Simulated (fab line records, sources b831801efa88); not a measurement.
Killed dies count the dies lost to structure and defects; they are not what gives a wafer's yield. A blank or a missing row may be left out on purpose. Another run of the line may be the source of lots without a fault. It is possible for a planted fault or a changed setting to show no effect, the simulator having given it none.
One fault seen from 2 desks	flow sky130	numbers are kept per desk, each desk with only its own; the story behind them comes last

AT THE METROLOGY DESK
Lot by lot, what the gauges showed, no matter which tool ran the lot: averages of those sampled wafers that carry a number. Any lot whose mean is over 4 standard deviations away from the usual mean is out of limits and marked OUT; that distance is given in the brackets.
Columns: A = LDD_HVP_TW at SKY_LDD_HVP_TW_MEAS_10, usual 455; B = cd-nm at SKY_SD_N_CD_MEAS_07, usual 379.9 nm; C = LI_CONTACT_HDPCVD_THK at SKY_LI_CONTACT_THK_MEAS_01, usual 929 nm
lot	first seen here	A	B	C
L103	day 24 00:37	443	383.6	938
L105	day 24 00:54	449	381.3	927
L107	day 24 04:28	449	381.6	934
L106	day 24 05:08	465	380.4	931
L108	day 24 06:03	444	380.4	922
L110	day 24 19:16	443	378.0	931
L109	day 24 20:05	448	381.2	930
L112	day 25 12:32	466	378.0	933
L113	day 25 16:32	452	380.1	933
L119	day 28 05:14	448	382.2	1167 (+28) OUT
L121	day 28 16:03	454	378.6	1170 (+29) OUT
L123	day 29 08:18	461	373.7	936
Per this desk, out of limits: L119, L121; the first was L119, day 34 01:46 (LI_CONTACT_HDPCVD_THK at SKY_LI_CONTACT_THK_MEAS_01). In limits: L103, L105, L107, L106, L108, L110, L109, L112, L113, L123.

THE TOOL OWNER'S DESK: hdpcvd-02
The tool's own readings at SKY_LI_CONTACT_HDPCVD_00 (deposits PSG, target thk 930 nm, time 155 s): means of the sampled wafers that have a number, for each lot that ran on this tool. Any lot whose mean is over 4 standard deviations away from the usual mean is out of limits and marked OUT; that distance is given in the brackets.
Columns: A = run-length-s at SKY_LI_CONTACT_HDPCVD_00, usual 182.8 s; B = susceptor-temp-C at SKY_LI_CONTACT_HDPCVD_00, usual 600.00 C
lot	first seen here	A	B
L107	day 30 07:31	182.5	599.96
L106	day 30 09:16	182.6	599.81
L109	day 30 21:55	183.2	600.09
L112	day 31 14:16	182.9	599.92
L119	day 34 01:38	224.2 (+83) OUT	599.85
L121	day 34 13:01	223.4 (+81) OUT	599.77
Finding of this desk: L119, L121 out of limits; the first was L119 at day 34 01:38, on run-length-s at SKY_LI_CONTACT_HDPCVD_00. In limits: L107, L106, L109, L112.

BROUGHT TOGETHER
An alarm could have come from the tool owner's desk at day 34 01:38, on L119, L121.
On L119, L121, the metrology desk was in a position to raise an alarm at day 34 01:46.
Of the lots named, all ran SKY_LI_CONTACT_HDPCVD_00 on hdpcvd-02.

WHAT THE SIMULATOR HAD INSERTED
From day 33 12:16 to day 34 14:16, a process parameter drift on hdpcvd-02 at SKY_LI_CONTACT_HDPCVD_00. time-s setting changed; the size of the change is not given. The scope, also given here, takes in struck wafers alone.
Struck lots among those shown: L119, L121.
Fault start to first reading out of limits, in hours, per desk: tool owner, 13; metrology, 13.
